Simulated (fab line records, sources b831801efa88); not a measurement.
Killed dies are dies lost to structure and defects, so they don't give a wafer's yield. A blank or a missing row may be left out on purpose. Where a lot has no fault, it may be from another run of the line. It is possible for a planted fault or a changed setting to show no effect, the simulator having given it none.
fab line records	flow sfqLine
record: lots: 7	wafers: 21	lastDay: 89
route steps=325 shown R5@224 I5@228
lots with no fault: from the same line, run without faults
startH: hours from the record's opening day to when the first of the lot's shown wafers began	waitH: how many hours have passed since the lot's step before this one	" repeats the value in the row above	L1.1+2: several wafers, shown together as one row	- value missing, or start not given	* or withheld: withheld	< > ~ a bound
route shown NAME@n: NAME is a module with steps in the file, n the number in the route of the first one	usual: the fault-free wafers' mean and standard deviation	same: alike in all rows	chamber/n: place in a boat	sites: readings site by site	_std_site: their standard deviation	_edge_site: inner sites' mean taken away from outer sites' mean	radiusMm: how far each site lies from the wafer's centre	mask NAME#n: copy n	behind: the tool/chamber that last shaped the wafer	hold: why the lot went on hold/how many hours it stayed there/how the hold came to an end	device: the n, p or np transistor that did not switch	end of line: tests of these same wafers at the route's end	a step given without rows: its recipe and nothing more	killed: the dies lost at the first sort to structure and to defects; this is not the yield of the wafer	map: dies across one wafer; x = killed, . = not, _ = none there
set.NAME: the setting the step ran with; set.NAME@STEP: the setting that earlier step ran with	model.NAME: the simulator's own value behind a step, which no gauge read
lots at selected steps of the route; one table per step, one row per wafer
services: the hour from which a tool's chamber was out of use, counted from the record's first day as startH (under 0 if before that day), plus the number of hours and why
== steps ==
step: SFQ_TRILAYER_R5_BARC_OPEN_METAL_ETCH_177
recipe: maskMaterial: PR	chemistry: O2	targetDepthNm: 125	target: BARC	icpW: 600	biasW: 80	pressureMtorr: 10	timeS: 41.7
usual: drypumpMotorCurrentA: 5.52/0.21	oesProductAu: 0.685/0.0044	runLengthS: 70.0/0.38
lot.wafer	tool	chamber	startH	waitH	drypumpMotorCurrentA	oesProductAu	rfHoursCounterH	runLengthS
L507.2	rieMetal-02	1	1326.59	0.0	5.81	0.688	54	69.6
L507.3	"	1	"	"	5.80	0.688	-	69.9
L507.4	"	0	"	"	5.22	0.683	-	70.0
L515.1	rieMetal-01	0	1553.03	0.0	5.39	0.691	3	70.1
L515.3	"	1	"	"	5.60	0.683	-	69.9
L515.5	"	1	"	"	5.60	0.690	-	69.8
L517.3	rieMetal-01	1	1573.45	0.0	5.55	0.688	-	70.0
L517.5	"	1	"	"	5.58	0.678	-	69.6
L517.6	"	0	"	"	5.44	0.687	-	70.0
L518.2	rieMetal-01	0	1586.63	0.0	5.43	0.683	6	69.9
L518.3	"	1	"	"	5.61	0.687	-	70.1
L518.4	"	0	"	"	5.44	0.692	-	70.0
L519.1	rieMetal-04	0	1597.43	0.0	5.60	0.684	35	70.1
L519.3	"	0	"	"	5.59	0.677	-	70.1
L519.5	"	1	"	"	5.57	0.685	-	69.7
L524.3	rieMetal-01	0	1654.62	0.0	5.42	0.688	-	70.4
L524.4	"	1	"	"	5.57	0.680	-	69.9
L524.6	"	1	"	"	5.60	0.684	-	69.7
L527.1	rieMetal-04	0	1669.27	0.0	5.59	0.676	44	70.2
L527.3	"	1	"	"	5.56	0.684	-	69.8
L527.6	"	1	"	"	5.56	0.681	-	69.3
step: SFQ_TRILAYER_R5_ETCH_METAL_ETCH_139
recipe: stopOn: SiO2	maskMaterial: PR	chemistry: Cl2	targetDepthNm: 60	icpW: 600	biasW: 80	pressureMtorr: 10	timeS: 40
usual: drypumpMotorCurrentA: 5.52/0.21	oesProductAu: 0.989/0.0052	runLengthS: 68.2/0.38
lot.wafer	tool	chamber	startH	waitH	drypumpMotorCurrentA	oesProductAu	rfHoursCounterH	runLengthS
L507.2	rieMetal-02	1	1326.65	0.0	5.81	0.986	54	67.6
L507.3	"	1	"	"	5.81	0.988	-	67.8
L507.4	"	0	"	"	5.24	0.988	-	68.8
L515.1	rieMetal-01	0	1553.09	0.0	5.43	0.988	3	68.4
L515.3	"	1	"	"	5.57	0.997	-	67.8
L515.5	"	1	"	"	5.57	0.988	-	68.0
L517.3	rieMetal-01	1	1573.51	0.0	5.60	0.984	-	67.8
L517.5	"	1	"	"	5.56	0.981	-	67.8
L517.6	"	0	"	"	5.39	0.988	-	68.6
L518.2	rieMetal-01	0	1586.69	0.0	5.40	0.994	6	68.4
L518.3	"	1	"	"	5.59	0.986	-	68.1
L518.4	"	0	"	"	5.37	0.984	-	68.6
L519.1	rieMetal-04	0	1597.49	0.0	5.56	0.988	35	68.9
L519.3	"	0	"	"	5.57	0.992	-	68.4
L519.5	"	1	"	"	5.55	0.985	-	68.0
L524.3	rieMetal-01	0	1654.68	0.0	5.40	0.988	-	68.1
L524.4	"	1	"	"	5.53	0.985	-	68.0
L524.6	"	1	"	"	5.59	0.984	-	67.8
L527.1	rieMetal-04	0	1669.33	0.0	5.58	0.981	44	68.7
L527.3	"	1	"	"	5.56	0.993	-	67.6
L527.6	"	1	"	"	5.59	0.986	-	67.8
step: SFQ_TRILAYER_R5_STRIP_STRIP_140
recipe: gas: O2	powerW: 200	platenTempC: 40	overashFraction: 0.65	chemistry: O2	pressureMtorr: 50
usual: drypumpMotorCurrentA: 5.52/0.21	oesProductAu: 0.998/0.0069	platenTempC: 39.99/0.12
lot.wafer	tool	chamber	startH	waitH	drypumpMotorCurrentA	oesProductAu	platenTempC	rfHoursCounterH
L507.2	rieMetal-02	1	1326.71	0.0	5.82	1.001	39.89	54
L507.3	"	1	"	"	5.83	0.999	39.88	-
L507.4	"	0	"	"	5.23	1.000	39.94	-
L515.1	rieMetal-01	0	1553.15	0.0	5.40	0.999	40.04	3
L515.3	"	1	"	"	5.55	1.003	39.92	-
L515.5	"	1	"	"	5.59	1.003	39.92	-
L517.3	rieMetal-01	1	1573.75	0.2	5.58	1.002	40.14	-
L517.5	"	1	"	"	5.60	0.993	40.12	-
L517.6	"	0	"	"	5.38	0.991	40.11	-
L518.2	rieMetal-01	0	1586.75	0.0	5.40	0.989	39.99	6
L518.3	"	1	"	"	5.56	0.994	39.98	-
L518.4	"	0	"	"	5.40	0.982	39.90	-
L519.1	rieMetal-04	0	1597.55	0.0	5.59	1.000	39.80	35
L519.3	"	0	"	"	5.59	1.007	39.86	-
L519.5	"	1	"	"	5.54	1.006	39.89	-
L524.3	rieMetal-01	0	1654.92	0.2	5.38	0.985	39.88	-
L524.4	"	1	"	"	5.61	0.998	39.91	-
L524.6	"	1	"	"	5.61	0.998	40.10	-
L527.1	rieMetal-04	1	1669.39	0.0	5.57	0.995	40.06	117
L527.3	"	1	"	"	5.58	0.996	40.22	-
L527.6	"	1	"	"	5.58	0.991	40.09	-
step: SFQ_TRILAYER_R5_STRIP_SOLV_CLEAN_141
recipe: chemistry: NMP	tempC: 70	timeS: 600
step: SFQ_TRILAYER_A5C_DEP_PECVD_142
recipe: material: SiO2	tempC: 150	timeS: 15.556	pressureTorr: 2.4	rfW: 183.3	precursor: SiH4/N2O	targetThkNm: 70
usual: heaterPowerW: 90/11	throttleValvePct: 25.0/1.3
lot.wafer	tool	chamber	startH	waitH	heaterPowerW	throttleValvePct
L507.2	pecvd-04	2	1327.48	0.0	91	23.0
L507.3	"	0	"	"	82	25.3
L507.4	"	1	"	"	100	23.8
L515.1	pecvd-04	1	1553.92	0.0	92	24.8
L515.3	"	0	"	"	91	25.7
L515.5	"	0	"	"	92	25.7
L517.3	pecvd-02	2	1574.32	0.0	93	26.5
L517.5	"	2	"	"	94	26.3
L517.6	"	1	"	"	96	25.8
L518.2	pecvd-01	1	1587.54	0.0	69	24.6
L518.3	"	0	"	"	94	24.9
L518.4	"	2	"	"	72	23.8
L519.1	pecvd-04	2	1598.32	0.0	94	23.4
L519.3	"	0	"	"	85	25.8
L519.5	"	0	"	"	84	25.8
L524.3	pecvd-01	1	1655.52	0.0	78	24.4
L524.4	"	0	"	"	112	24.9
L524.6	"	1	"	"	76	24.6
L527.1	pecvd-02	0	1670.36	0.0	77	27.9
L527.3	"	0	"	"	80	27.7
L527.6	"	1	"	"	95	26.1
step: SFQ_TRILAYER_I5_LITHO_COAT_149
recipe: resist: BARC	spinRpm: 3000	resistThkNm: 62
step: SFQ_TRILAYER_I5_LITHO_COAT_144
recipe: resist: KrF	spinRpm: 3000	resistThkNm: 650
step: SFQ_TRILAYER_I5_LITHO_SOFTBAKE_148
recipe: tempC: withheld	timeS: withheld	resist: KrF
step: SFQ_TRILAYER_I5_LITHO_EXPOSE_145
recipe: maskId: I5	na: 0.6	sourceShape: conventional	sigmaOuter: 0.65	targetCdNm: 700	doseMj: 21.3
step: SFQ_TRILAYER_I5_LITHO_PEB_147
recipe: pebTempC: 115	pebTimeS: 60	resist: KrF
step: SFQ_TRILAYER_I5_LITHO_DEVELOP_146
recipe: timeS: 60	resist: KrF
step: SFQ_I5_OVL_MEAS_936
usual: I5_OVL: 0/5.5
lot.wafer	tool	chamber	startH	waitH	I5_OVL[nm]
L507.2	overlay-02	-	1329.96	0.1	1
L507.3	"	-	"	"	0
L507.4	"	-	"	"	7
L515.1	overlay-01	-	1688.76	0.1	-5
L515.3	"	-	"	"	-7
L515.5	"	-	"	"	-6
L517.3	overlay-02	-	1703.17	0.1	0
L517.5	"	-	"	"	2
L517.6	"	-	"	"	1
L518.2	overlay-02	-	1717.63	0.1	4
L518.3	"	-	"	"	-2
L518.4	"	-	"	"	3
L519.1	overlay-02	-	1724.82	0.1	2
L519.3	"	-	"	"	2
L519.5	"	-	"	"	5
L524.3	overlay-01	-	1778.96	0.1	2
L524.4	"	-	"	"	-2
L524.6	"	-	"	"	-6
L527.1	overlay-02	-	1793.35	0.1	5
L527.3	"	-	"	"	-4
L527.6	"	-	"	"	5
step: SFQ_TRILAYER_I5_BARC_OPEN_VIA_ETCH_200
recipe: maskMaterial: PR	chemistry: O2	targetDepthNm: 125	target: BARC	sourceW: 500	biasW: 80	pressureMtorr: 30	timeS: 41.7
usual: drypumpMotorCurrentA: 5.7/0.5	oesProductAu: 0.685/0.005	runLengthS: 70.1/0.4
lot.wafer	tool	chamber	startH	waitH	drypumpMotorCurrentA	oesProductAu	rfHoursCounterH	runLengthS	model.KrF_of_TRILAYER_I5_LITHO_COAT_144.thkNm
L507.2	rieDiel-03	1	1329.99	0.0	6.3	0.683	15	69.6	573.5
L507.3	"	0	"	"	4.9	0.685	17	69.7	570.6
L507.4	"	2	"	"	5.0	0.681	9	70.7	572.8
L515.1	rieDiel-01	0	1688.80	0.0	6.0	0.689	12	70.3	567.6
L515.3	"	3	"	"	5.8	0.688	0	69.7	570
L515.5	"	2	"	"	5.8	0.678	-	70.3	567.6
L517.3	rieDiel-01	3	1703.20	0.0	5.8	0.835	1	60.2	584.6
L517.5	"	2	"	"	5.8	0.684	-	70.2	571.4
L517.6	"	1	"	"	4.8	0.684	-	69.7	573
L518.2	rieDiel-01	0	1717.66	0.0	6.0	0.691	12	70.3	573.6
L518.3	"	3	"	"	5.8	0.836	1	60.0	586.6
L518.4	"	2	"	"	5.8	0.686	0	70.5	572.9
L519.1	rieDiel-01	2	1724.86	0.0	5.8	0.679	0	70.5	570.4
L519.3	"	3	"	"	5.8	0.838	1	59.8	585.3
L519.5	"	3	"	"	5.8	0.844	-	59.7	582.3
L524.3	rieDiel-03	0	1778.98	0.0	4.9	0.686	1	69.4	574.2
L524.4	"	2	"	"	5.0	0.685	14	70.0	570.8
L524.6	"	3	"	"	6.1	0.690	-	69.9	572.3
L527.1	rieDiel-03	0	1793.38	0.0	4.9	0.685	1	69.5	576.6
L527.3	"	1	"	"	6.4	0.682	1	70.1	575.5
L527.6	"	0	"	"	4.9	0.691	-	69.6	575.3
step: SFQ_TRILAYER_I5_ETCH_VIA_ETCH_147
recipe: stopOn: Nb	maskMaterial: PR	chemistry: CHF3	targetDepthNm: 360	sourceW: 500	biasW: 80	pressureMtorr: 30	timeS: withheld
usual: drypumpMotorCurrentA: 5.7/0.5	oesProductAu: 0.991/0.0059
lot.wafer	tool	chamber	startH	waitH	drypumpMotorCurrentA	oesProductAu
L507.2	rieDiel-03	1	1330.03	0.0	6.3	0.991
L507.3	"	0	"	"	4.9	0.992
L507.4	"	2	"	"	5.0	0.995
L515.1	rieDiel-01	0	1688.83	0.0	6.0	0.994
L515.3	"	3	"	"	5.8	0.992
L515.5	"	2	"	"	5.8	0.998
L517.3	rieDiel-01	3	1703.23	0.0	5.8	0.987
L517.5	"	2	"	"	5.8	0.985
L517.6	"	1	"	"	4.8	0.988
L518.2	rieDiel-01	0	1717.70	0.0	6.0	1.002
L518.3	"	3	"	"	5.8	0.989
L518.4	"	2	"	"	5.8	0.988
L519.1	rieDiel-01	2	1724.90	0.0	5.8	0.989
L519.3	"	3	"	"	5.8	0.995
L519.5	"	3	"	"	5.8	0.999
L524.3	rieDiel-03	0	1779.02	0.0	4.9	0.990
L524.4	"	2	"	"	5.0	0.988
L524.6	"	3	"	"	6.0	0.996
L527.1	rieDiel-03	0	1793.42	0.0	4.9	0.979
L527.3	"	1	"	"	6.3	0.982
L527.6	"	0	"	"	4.9	0.984
== services ==
tool	chamber	startH	hours	kind
rieMetal-04	1	1353.84	7.7	repair
rieDiel-03	0	1369.90	3.2	repair
rieDiel-03	3	1378.35	7.9	repair
rieDiel-03	-	1439.15	0.9	repair
rieDiel-03	2	1440.67	3.4	repair
rieMetal-04	-	1443.15	2.8	pm
rieDiel-01	-	1459.27	28.1	pm
rieMetal-01	1	1464.32	3.7	repair
rieDiel-01	0	1496.49	14.5	repair
rieDiel-03	-	1507.92	2.8	pm
rieMetal-04	0	1512.28	4.7	repair
rieDiel-01	2	1529.84	6.3	repair
rieDiel-03	-	1537.69	0.1	repair
rieMetal-04	-	1539.41	4.0	pm
rieDiel-01	-	1547.53	0.2	repair
rieDiel-01	3	1550.05	5.0	repair
rieDiel-01	2	1566.64	8.3	repair
rieDiel-01	0	1590.19	13.2	repair
rieDiel-01	1	1597.36	15.0	repair
rieDiel-01	1	1639.65	4.2	repair
rieDiel-01	0	1640.74	10.9	repair
rieDiel-01	2	1665.04	10.9	repair
rieDiel-01	1	1686.53	6.2	repair
rieMetal-01	-	1709.91	10.0	pm
== key ==
firstSign: step: SFQ_TRILAYER_I5_BARC_OPEN_VIA_ETCH_200	reading: oesProductAu	direction: up	sigmas: 30	usual: 0.685	struck: 0.838
effect: step: SFQ_TRILAYER_I5_BARC_OPEN_VIA_ETCH_200	reading: runLengthS	direction: down	sigmas: 25	usual: *	struck: *
modelEffect: step: SFQ_TRILAYER_I5_BARC_OPEN_VIA_ETCH_200	value: KrF_of_TRILAYER_I5_LITHO_COAT_144.thkNm	without: 572.4	struck: 584.7
metAt SFQ_TRILAYER_I5_BARC_OPEN_VIA_ETCH_200
struckWafers L517.3,L518.3,L519.3,L519.5
onsetBetween 1688.80 1703.20
fault: kind: processParameterDrift	tool: rieDiel-01	chamber: 3	onsetH: 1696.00	steps: SFQ_TRILAYER_I5_BARC_OPEN_VIA_ETCH_200	channel: timeS	offset: *	shape: step	endH: 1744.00	actsIn: *	stated: *
